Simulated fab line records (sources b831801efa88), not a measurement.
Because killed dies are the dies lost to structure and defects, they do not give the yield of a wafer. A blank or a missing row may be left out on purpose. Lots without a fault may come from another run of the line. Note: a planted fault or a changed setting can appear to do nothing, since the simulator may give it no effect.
fab line records | flow sky130 | part 2 of 2: steps 26 to 36 of 36
record lots=5 wafers=15 last-day=49
route steps=708 shown LI_CONTACT@376 LOCAL_INTERCONNECT@387 CONTACT@406
lots with no fault: from the same line, run without faults
start-h: the number of hours between the record's first day and the start of the first shown wafer of the lot | wait-h: hours since the lot's step before | " the same as in the row above | L1.1+2: a row that stands for several wafers | - no value, or no start was given | * or withheld: withheld | < > ~ a bound
route shown NAME@n: names a module that has steps shown in the file, with the first one's number in the route | usual: mean/standard deviation of fault-free wafers | same: alike in all rows | chamber/n: place in a boat | sites: per-site readings | _std_site: the standard deviation of these | _edge_site: the outer-site mean with the inner-site mean subtracted | radius-mm: how far each site lies from the wafer's centre | mask NAME#n: copy n | behind: tool/chamber where the wafer was last shaped | hold: why the lot went on hold/how many hours it stayed there/how the hold came to an end | device: names the non-switching transistor (n, p or np) | end of line: tests of these same wafers at the route's end | where a step has no rows: the recipe by itself | killed: not the wafer's yield, but the dies lost to structure and defects at the first sort | map: a wafer's dies, x killed, . not, _ none there
set.NAME: setting as actually run; set.NAME@STEP: the setting as run at that earlier step | model.NAME: the simulator's own value behind a step, which no gauge read
lots seen at some steps along the route; tables by step, rows by wafer
services: a tool's chamber out of use, with start hour (start-h, from the record's first day; less than 0 if before it), hours out, and reason
## steps
# step SKY_LOCAL_INTERCONNECT_METAL_ETCH_14
# recipe target-depth-nm=110 stop-on=PSG chemistry=Cl2/BCl3 target=TiN resist-sidewall-deg=88 pressure-mtorr=10 icp-w=900 bias-w=48.5 Cl2_flow_sccm=60 bcl3-flow-sccm=30 time-s=31.4
# usual bcl3-flow-sccm=30.01/0.09 drypump-motor-current-A=5.8/0.4 oes-product-au=0.943/0.0072 throttle-valve-pct=21.900/0.01
# columns lot.wafer tool chamber start-h wait-h bcl3-flow-sccm drypump-motor-current-A oes-product-au rf-hours-counter-h throttle-valve-pct
L086.2 rie-metal-02 1 807.47 0.1 30.06 5.8 0.948 - 21.895
L086.3 " 1 " " 30.04 5.8 0.954 - 21.886
L086.6 " 1 " " 30.06 5.8 0.955 - 21.892
L088.1 rie-metal-03 0 823.46 0.1 30.05 5.3 0.945 4 21.895
L088.2 " 0 " " 30.01 5.3 0.937 - 21.898
L088.3 " 0 " " 30.01 5.3 0.936 - 21.897
L089.1 rie-metal-01 0 831.25 0.0 29.94 5.2 0.931 1 21.909
L089.3 " 0 " " 29.91 5.2 0.945 - 21.899
L089.5 " 1 " " 29.96 6.4 0.937 - 21.901
L092.1 rie-metal-02 0 851.89 0.0 29.94 5.7 0.952 3 21.880
L092.2 " 1 " " 29.86 5.8 0.951 1 21.882
L092.3 " 0 " " 29.91 5.7 0.950 - 21.900
L093.3 rie-metal-01 0 862.92 0.0 30.11 5.3 0.939 - 21.900
L093.4 " 1 " " 30.16 6.4 0.944 - 21.893
L093.6 " 0 " " 30.13 5.3 0.951 - 21.903
# step SKY_LOCAL_INTERCONNECT_STRIP_15
# recipe chemistry=O2/N2 power-w=1400 pressure-mtorr=1500 platen-temp-c=withheld o2-flow-sccm=3000 n2-flow-sccm=300 overash-fraction=0.5
# usual drypump-motor-current-A=5.90/0.3 oes-product-au=0.427/0.0043 strip-time-to-endpoint-s=4.736/0.024
# columns lot.wafer tool chamber start-h wait-h drypump-motor-current-A oes-product-au rf-hours-counter-h strip-time-to-endpoint-s
L086.2 plasma-asher-02 0 807.56 0.1 5.58 0.423 68 4.737
L086.3 " 0 " " 5.56 0.433 - 4.754
L086.6 " 1 " " 5.70 0.424 - 4.739
L088.1 plasma-asher-01 1 823.57 0.1 6.03 0.431 8 4.717
L088.2 " 0 " " 5.61 0.422 8 4.696
L088.3 " 1 " " 6.05 0.416 - 4.710
L089.1 plasma-asher-02 0 831.30 0.0 5.59 0.436 70 4.765
L089.3 " 0 " " 5.61 0.431 - 4.776
L089.5 " 1 " " 5.73 0.429 - 4.747
L092.1 plasma-asher-01 0 851.94 0.0 5.59 0.427 11 4.716
L092.2 " 1 " " 6.00 0.433 11 4.724
L092.3 " 0 " " 5.58 0.423 - 4.716
L093.3 plasma-asher-03 0 862.99 0.1 6.41 0.428 - 4.771
L093.4 " 1 " " 6.02 0.431 - 4.780
L093.6 " 0 " " 6.35 0.433 - 4.737
# step SKY_LOCAL_INTERCONNECT_STRIP_16
# recipe chemistry=post-etch-residue-remover time-s=1200 temp-c=72.5
# columns lot.wafer tool chamber start-h wait-h
L086.2+3+6 wet-bench-02 0 807.66 0.1
L088.1+2+3 wet-bench-02 3 823.67 0.1
L089.1+3+5 wet-bench-01 2 831.40 0.1
L092.1+2+3 wet-bench-02 1 852.04 0.1
L093.3+4+6 wet-bench-02 0 863.05 0.0
# step SKY_LOCAL_INTERCONNECT_CLEAN_17
# recipe chemistry=IPA time-s=180 temp-c=25
# columns lot.wafer tool chamber start-h wait-h
L086.2+3+6 wet-bench-04 0 808.03 0.0
L088.1+2+3 wet-bench-04 2 824.01 0.0
L089.1+3+5 wet-bench-02 3 831.78 0.0
L092.1+2+3 wet-bench-04 0 852.41 0.0
L093.3+4+6 wet-bench-01 3 863.43 0.0
# step SKY_LOCAL_INTERCONNECT_CLEAN_18
# recipe chemistry=O3/DIW dry=n2-spin
# columns lot.wafer tool chamber start-h wait-h
L086.2+3+6 wet-bench-01 1 808.09 0.0
L088.1+2+3 wet-bench-02 1 824.07 0.0
L089.1+3+5 wet-bench-04 3 831.83 0.0
L092.1+2+3 wet-bench-02 0 852.47 0.0
L093.3+4+6 wet-bench-04 3 863.48 0.0
# step SKY_CONTACT_CVD_00
# recipe material=Si3N4 target-thk-nm=75 temp-c=400 time-s=withheld rf-w=450
# usual heater-power-w=701/130
# columns lot.wafer tool chamber start-h wait-h heater-power-w
L086.2 pecvd-03 0 808.18 0.0 714
L086.3 " 2 " " 747
L086.6 " 1 " " 759
L088.1 pecvd-02 1 824.16 0.0 617
L088.2 " 0 " " 730
L088.3 " 2 " " 603
L089.1 pecvd-02 2 831.93 0.0 582
L089.3 " 1 " " 625
L089.5 " 2 " " 557
L092.1 pecvd-02 0 852.57 0.0 748
L092.2 " 1 " " 606
L092.3 " 2 " " 561
L093.3 pecvd-03 0 863.59 0.0 835
L093.4 " 2 " " 847
L093.6 " 0 " " 850
# step SKY_CONTACT_THK_MEAS_01
# recipe reads=Si3N4_of_CONTACT_CVD_00
# usual CONTACT_CVD_00_THK=75.3/0.95
# columns lot.wafer tool chamber start-h wait-h CONTACT_CVD_00_THK[nm]
L086.2 film-metro-03 - 808.23 - 74.6
L086.3 " - " " 75.2
L086.6 " - " " 76.4
L088.1 film-metro-04 - 824.19 - 73.4
L088.2 " - " " 74.5
L088.3 " - " " 73.6
L089.1 film-metro-01 - 831.96 - 73.8
L089.3 " - " " 73.9
L089.5 " - " " 74.9
L092.1 film-metro-03 - 852.61 - 74.4
L092.2 " - " " 74.6
L092.3 " - " " 73.7
L093.3 film-metro-01 - 863.65 - 76.6
L093.4 " - " " 77.0
L093.6 " - " " 76.5
# step SKY_CONTACT_HDPCVD_02
# recipe material=SiO2 target-thk-nm=565 sigma-open-frac=0.3 time-s=94.2 temp-c=600 sih4-flow-sccm=60 pressure-mtorr=6
# columns lot.wafer tool chamber start-h wait-h
L086.2+3+6 hdpcvd-01 2,1,2 808.28 0.0
L088.1+2+3 hdpcvd-01 2,1,0 824.25 0.1
L089.1+3+5 hdpcvd-01 2,0,0 832.02 0.1
L092.1+2+3 hdpcvd-02 2,1,0 852.67 0.1
L093.3+4+6 hdpcvd-02 0,1,0 863.72 0.1
# step SKY_CONTACT_THK_MEAS_03
# recipe reads=SiO2_of_CONTACT_HDPCVD_02
# usual CONTACT_HDPCVD_THK=565/5.1
# columns lot.wafer tool chamber start-h wait-h CONTACT_HDPCVD_THK[nm]
L086.2 film-metro-01 - 808.36 0.0 570
L086.3 " - " " 571
L086.6 " - " " 566
L088.1 film-metro-03 - 824.32 0.0 562
L088.2 " - " " 565
L088.3 " - " " 565
L089.1 film-metro-03 - 832.09 0.0 565
L089.3 " - " " 567
L089.5 " - " " 567
L092.1 film-metro-04 - 852.73 0.0 570
L092.2 " - " " 569
L092.3 " - " " 566
L093.3 film-metro-04 - 863.81 0.1 574
L093.4 " - " " 571
L093.6 " - " " 571
# step SKY_CONTACT_CMP_04
# recipe material=SiO2 down-force-psi=4 platen-rpm=60 pad-velocity-m-s=0.94248
# usual motor-current-A=12.4/0.91 time-to-endpoint-s=86/4.1
# columns lot.wafer tool chamber start-h wait-h motor-current-A time-to-endpoint-s
L086.2 cmp-02 0 808.41 0.0 11.3 84
L086.3 " 3 " " 11.8 90
L086.6 " 0 " " 11.3 86
L088.3 cmp-02 1 824.38 0.0 12.9 85
L088.2 " 2 " " 13.2 85
L088.1 " 0 " " 11.1 86
L089.1 cmp-01 3 832.30 0.2 12.2 85
L089.3 " 0 " " 14.0 89
L089.5 " 2 " " 11.5 90
L092.3 cmp-01 2 852.79 0.0 12.4 85
L092.1 " 0 " " 14.1 92
L092.2 " 1 " " 12.0 92
L093.3 cmp-01 0 863.90 0.1 13.9 93
L093.4 " 2 " " 11.2 91
L093.6 " 0 " " 13.2 92
# step SKY_CONTACT_BOW_MEAS_05
# recipe mode=bow
# usual CONTACT_BOW=81/6.4
# columns lot.wafer tool chamber start-h wait-h CONTACT_BOW[um]
L086.2 film-metro-04 - 808.73 0.3 77
L086.3 " - " " 80
L086.6 " - " " 90
L088.1 film-metro-01 - 824.68 0.1 85
L088.2 " - " " 81
L088.3 " - " " 86
L089.1 film-metro-01 - 832.55 0.2 76
L089.3 " - " " 79
L089.5 " - " " 78
L092.1 film-metro-01 - 853.09 0.1 83
L092.2 " - " " 78
L092.3 " - " " 85
L093.3 film-metro-04 - 864.19 0.2 79
L093.4 " - " " 74
L093.6 " - " " 75
## services
# columns tool chamber start-h hours kind
rie-metal-02 0 760.60 2.9 repair
cmp-01 - 761.35 9.3 pm
rie-diel-02 2 761.71 1.9 repair
krf-scanner-02 - 762.63 3.6 pm
krf-scanner-01 - 768.55 1.0 pm
krf-scanner-02 - 769.15 6.6 repair
rie-diel-03 2 770.64 1.2 repair
cmp-02 - 782.87 4.0 repair
rie-diel-03 2 782.93 5.0 repair
rie-diel-02 1 785.35 9.3 repair
krf-scanner-02 - 791.38 7.2 pm
rie-diel-02 1 796.60 22.4 repair
krf-scanner-01 - 798.58 0.8 pm
rie-diel-03 - 799.12 14.6 pm
pvd-sputter-02 - 807.31 0.6 repair
cmp-01 - 807.41 2.2 repair
krf-scanner-01 - 807.83 4.0 pm
rie-diel-03 3 816.11 35.8 repair
cmp-01 - 818.83 0.3 repair
cmp-02 - 829.82 3.9 repair
krf-scanner-02 - 835.42 1.3 pm
krf-scanner-02 - 854.06 0.8 pm
pecvd-02 - 860.58 8.4 repair
krf-scanner-02 - 861.25 30.1 repair
